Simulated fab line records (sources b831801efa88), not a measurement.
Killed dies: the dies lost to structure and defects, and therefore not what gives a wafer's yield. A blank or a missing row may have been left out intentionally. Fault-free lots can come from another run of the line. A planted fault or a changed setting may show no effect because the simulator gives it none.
Which of the tools did it?    flow gf180mcu    11 lots with 33 wafers sampled at 6 steps, on a route of 602 steps

== WHAT THE GAUGES READ, wafer by wafer ==
GF_VT_IMPLANT_OVL_MEAS_07. Usual: VT_IMPLANT_OVL gives 0.1 nm (standard deviation 1.3).
lot   measured      on          VT_IMPLANT_OVL (nm)  flag
L846  day 6 01:42   overlay-02  -1.5 0.7 2.1         
L848  day 6 19:04   overlay-02  -0.6 -2.3 -1.2       
L852  day 7 08:45   overlay-02  0.6 0.0 -2.5         
L853  day 7 17:43   overlay-02  0.5 0.1 0.6          
L855  day 8 08:00   overlay-02  -0.3 -1.8 -1.6       
L859  day 9 04:16   overlay-02  -1.2 -1.0 0.3        
L860  day 9 11:07   overlay-02  1.0 3.4 2.0          
L862  day 9 23:22   overlay-02  1.9 1.8 0.2          
L866  day 11 04:13  overlay-01  0.1 1.2 1.1          
L867  day 11 09:19  overlay-01  -2.5 -2.7 -0.2       
L868  day 11 14:16  overlay-02  0.8 1.1 3.2          

GF_VT_IMPLANT_TW_MEAS_10. Usual: VT_IMPLANT_TW gives 562 (standard deviation 3.1).
lot   measured      on             VT_IMPLANT_TW  flag
L846  day 6 01:59   film metro-04  564 562 560    
L848  day 6 19:22   film metro-04  561 561 564    
L852  day 7 09:02   film metro-02  566 568 568    
L853  day 7 18:00   film metro-01  557 557 556    
L855  day 8 08:17   film metro-01  560 557 559    
L859  day 9 04:33   film metro-02  565 563 563    
L860  day 9 11:24   film metro-04  564 566 562    
L862  day 9 23:39   film metro-01  559 563 560    
L866  day 11 04:30  film metro-02  561 563 562    
L867  day 11 09:37  film metro-02  564 564 565    
L868  day 11 14:34  film metro-01  559 561 562    

GF_VT_IMPLANT_TW_MEAS_32. Usual: VT_IMPLANT_3_TW gives 267.7 (standard deviation 1.4).
lot   measured      on             VT_IMPLANT_3_TW    flag
L846  day 7 08:30   film metro-01  266.0 267.2 265.9  
L848  day 8 03:04   film metro-01  265.4 266.1 265.3  
L852  day 8 17:28   film metro-02  30.0 29.8 30.2     OFF
L853  day 9 03:07   film metro-01  29.8 29.7 29.7     OFF
L855  day 9 18:47   film metro-02  268.7 268.6 269.7  
L859  day 10 16:09  film metro-01  266.2 267.8 267.9  
L860  day 10 22:51  film metro-02  270.1 267.3 268.6  
L862  day 11 13:05  film metro-04  267.5 268.9 270.1  
L866  day 12 18:22  film metro-02  267.8 267.4 268.1  
L867  day 13 00:07  film metro-02  269.4 268.8 268.6  
L868  day 13 06:13  film metro-02  268.8 269.0 269.7  

== EACH LOT AND THE TOOL THAT RAN IT (in order: tool; ch and the chambers of the sampled wafers; start) ==
lot   GF_MVPSD_STRIP_10                     GF_VT_IMPLANT_STRIP_20                GF_VT_IMPLANT_STRIP_31
L846  plasma asher-02 ch 0,1, day 5 11:14   plasma asher-02 ch 0,1, day 6 16:47   plasma asher-04 ch 0,1, day 7 08:24
L848  plasma asher-03 ch 1, day 6 04:02     plasma asher-02 ch 1, day 7 10:56     plasma asher-02 ch 0,1, day 8 02:57
L852  plasma asher-02 ch 1, day 6 17:35     plasma asher-03 ch 1, day 8 01:03     plasma asher-03 ch 0,1, day 8 17:21
L853  plasma asher-02 ch 0,1, day 7 02:29   plasma asher-02 ch 0,1, day 8 10:01   plasma asher-02 ch 0,1, day 9 03:02
L855  plasma asher-01 ch 0,1, day 7 15:36   plasma asher-02 ch 0,1, day 9 01:28   plasma asher-03 ch 0,1, day 9 18:41
L859  plasma asher-01 ch 0,1, day 8 12:09   plasma asher-03 ch 0,1, day 9 22:09   plasma asher-02 ch 0,1, day 10 16:03
L860  plasma asher-02 ch 0,1, day 8 18:17   plasma asher-02 ch 0,1, day 10 04:44  plasma asher-04 ch 0,1, day 10 22:45
L862  plasma asher-01 ch 0,1, day 9 06:48   plasma asher-03 ch 0, day 10 18:03    plasma asher-04 ch 0,1, day 11 12:59
L866  plasma asher-03 ch 0,1, day 10 10:05  plasma asher-02 ch 0,1, day 11 22:50  plasma asher-03 ch 0,1, day 12 18:17
L867  plasma asher-02 ch 0,1, day 10 15:15  plasma asher-02 ch 0,1, day 12 04:30  plasma asher-04 ch 0,1, day 13 00:00
L868  plasma asher-03 ch 0,1, day 10 19:48  plasma asher-03 ch 0,1, day 12 10:06  plasma asher-04 ch 0,1, day 13 06:06
- GF_MVPSD_STRIP_10: strips in O2/N2.
- GF_VT_IMPLANT_STRIP_20: strips in O2/N2.
- GF_VT_IMPLANT_STRIP_31: strips in O2/N2.

== WHAT THE TOOLS THEMSELVES READ (means of the sampled wafers that have a number; where no wafer has one, the mark that the record gives instead) ==
GF_MVPSD_STRIP_10. Usual: chamber pressure mTorr 1499.9 mTorr, standard deviation 2.2; drypump motor current A 5.3 A, standard deviation 0.56; heater power w 342 W, standard deviation 31; oes product au 0.722 a.u., standard deviation 0.0043; platen temp c 249.97 C, standard deviation 0.16; strip time to endpoint s 37.02 s, standard deviation 0.094.
lot   tool             chamber pressure mTorr (mTorr)  drypump motor current A (A)  heater power w (W)  oes product au (a.u.)  platen temp c (C)  strip time to endpoint s (s)  flag
L846  plasma asher-02  1498.7                          5.7                          344                 0.718                  250.03             37.06                         
L848  plasma asher-03  1500.0                          4.9                          351                 0.720                  250.11             37.09                         
L852  plasma asher-02  1500.8                          6.2                          327                 0.720                  250.10             36.96                         
L853  plasma asher-02  1500.6                          5.7                          343                 0.722                  249.87             37.09                         
L855  plasma asher-01  1500.9                          5.3                          336                 0.725                  249.97             37.00                         
L859  plasma asher-01  1492.5                          5.3                          336                 0.725                  250.14             37.05                         OFF
L860  plasma asher-02  1500.3                          5.7                          347                 0.722                  249.94             36.97                         
L862  plasma asher-01  1501.1                          5.3                          335                 0.725                  249.98             36.82                         
L866  plasma asher-03  1501.4                          4.8                          332                 0.724                  249.92             37.06                         
L867  plasma asher-02  1498.8                          5.7                          341                 0.722                  249.77             36.99                         
L868  plasma asher-03  1500.0                          4.9                          331                 0.718                  250.03             37.09                         

GF_VT_IMPLANT_STRIP_20. Usual: chamber pressure mTorr 1499.9 mTorr, standard deviation 1.4; drypump motor current A 5.4 A, standard deviation 0.65; heater power w 349 W, standard deviation 30; oes product au 0.716 a.u., standard deviation 0.0041; platen temp c 250.02 C, standard deviation 0.17; strip time to endpoint s 12.63 s, standard deviation 0.033.
lot   tool             chamber pressure mTorr (mTorr)  drypump motor current A (A)  heater power w (W)  oes product au (a.u.)  platen temp c (C)  strip time to endpoint s (s)  flag
L846  plasma asher-02  1500.1                          5.2                          358                 0.718                  249.98             12.66                         
L848  plasma asher-02  1499.8                          6.2                          325                 0.716                  249.81             12.66                         
L852  plasma asher-03  -                               -                            -                   -                      -                  -                             OFF
L853  plasma asher-02  -                               -                            -                   -                      -                  -                             OFF
L855  plasma asher-02  1499.4                          5.7                          345                 0.715                  250.08             12.62                         
L859  plasma asher-03  1500.2                          4.8                          329                 0.712                  250.08             12.62                         
L860  plasma asher-02  1499.6                          5.7                          347                 0.714                  249.81             12.64                         
L862  plasma asher-03  1499.9                          4.7                          281                 0.717                  250.05             12.60                         
L866  plasma asher-02  1499.7                          5.7                          346                 0.719                  250.21             12.60                         
L867  plasma asher-02  1501.3                          5.7                          345                 0.716                  250.11             12.65                         
L868  plasma asher-03  1499.3                          4.8                          332                 0.716                  250.14             12.71                         

GF_VT_IMPLANT_STRIP_31. Usual: chamber pressure mTorr 1499.9 mTorr, standard deviation 1.3; drypump motor current A 5.4 A, standard deviation 0.58; heater power w 355 W, standard deviation 29; oes product au 0.716 a.u., standard deviation 0.0048; platen temp c 249.99 C, standard deviation 0.16; strip time to endpoint s 12.63 s, standard deviation 0.033.
lot   tool             chamber pressure mTorr (mTorr)  drypump motor current A (A)  heater power w (W)  oes product au (a.u.)  platen temp c (C)  strip time to endpoint s (s)  flag
L846  plasma asher-04  1499.5                          5.8                          371                 0.714                  249.87             12.62                         
L848  plasma asher-02  1499.7                          5.2                          362                 0.717                  250.01             12.65                         
L852  plasma asher-03  1500.6                          4.8                          305                 0.714                  250.19             27.58                         OFF
L853  plasma asher-02  1500.2                          5.2                          364                 0.717                  249.93             27.55                         OFF
L855  plasma asher-03  1500.2                          4.8                          331                 0.718                  250.20             12.59                         
L859  plasma asher-02  1499.5                          5.7                          344                 0.713                  250.09             12.69                         
L860  plasma asher-04  1500.8                          5.7                          370                 0.718                  250.12             12.62                         
L862  plasma asher-04  1500.8                          5.8                          372                 0.719                  249.90             12.62                         
L866  plasma asher-03  1500.5                          4.8                          305                 0.717                  249.98             12.67                         
L867  plasma asher-04  1499.8                          5.7                          371                 0.711                  250.00             12.61                         
L868  plasma asher-04  1499.5                          5.7                          368                 0.722                  250.11             12.65                         

== THE ANSWER, worked out from the rows above alone ==
Rule: a lot counts as off when the mean over its wafers that have a number is more than 3 standard deviations away from the usual mean. A lot without any number at a reading at which 4 lots or more have one is off too. Any other lot the step has rows for is counted as sound. After the gauges, taken in route order, come the tools' own readings; for these a lot's mean is taken, as printed above. The first step at which some lot is off is used, and at that step the reading that is off furthest; a lot without a number counts as furthest.
Off: L852, L853, at GF_VT_IMPLANT_TW_MEAS_32 (VT_IMPLANT_3_TW).
A tool fits if, at a process step before that reading, it ran every lot that is off, and no sound lot after the first of them. Not tried: the gauges at GF_VT_IMPLANT_TW_MEAS_32; whatever is off there is also off at GF_VT_IMPLANT_STRIP_20, on other tools, and gauge error can't account for it. None of those tried fits.

== WHAT WAS PUT IN BY THE SIMULATOR ==
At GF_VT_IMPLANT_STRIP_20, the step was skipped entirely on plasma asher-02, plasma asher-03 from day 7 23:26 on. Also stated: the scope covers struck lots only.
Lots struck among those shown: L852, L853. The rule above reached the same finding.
